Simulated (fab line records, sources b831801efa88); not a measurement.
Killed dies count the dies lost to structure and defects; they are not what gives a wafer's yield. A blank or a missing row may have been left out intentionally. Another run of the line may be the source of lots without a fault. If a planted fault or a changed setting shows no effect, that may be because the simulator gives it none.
Chamber matching    flow sky130    rie-si-01 running SKY_FIELD_ISO_ETCH_17: 4 sister chambers
The step etches Si in HBr/Cl2/O2, target depth 342 nm, time 97.7 s. 4 wafers are shown with their chamber, then 7 later ones without.

## WAFERS, EACH WITH ITS CHAMBER
wafer   chamber  run-length-s (s)
L750.3  0        127.0
L750.4  1        125.9
L752.2  2        125.3
L752.4  3        126.2

## WAFERS MISSING THEIR CHAMBER
wafer   run-length-s (s)
L752.5  126.1
L762.1  126.6
L762.2  126.4
L762.5  127.0
L763.1  126.3
L763.3  125.3
L763.6  126.6

## WHICH CHAMBER EACH WENT THROUGH
wafer   from the rows above           in truth
L752.5  can't be placed: 3 or 1       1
L762.1  can't be placed: 3 or 0 or 1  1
L762.2  can't be placed: 3 or 1 or 0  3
L762.5  0                             0
L763.1  can't be placed: 3 or 1       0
L763.3  2                             2
L763.6  can't be placed: 3 or 0 or 1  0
Placed correctly: 2 of 7. Unplaceable from these rows: 5, with the true chamber sitting among the candidates in 4. Wrongly placed: 0.
How it was worked out, from the rows above alone: a wafer's distance from a chamber is the root of the sum, over the readings, of the square of ((its reading less the chamber's mean) divided by the reading's scatter). If the next closest chamber is less than 2 further off than the closest, the wafer can't be placed; otherwise it belongs to the closest. The mean given for a chamber averages the wafers shown for that chamber. The scatter (one wafer shown for each chamber): square how far every hidden wafer sits from the nearest shown wafer, average those squares and take the square root.
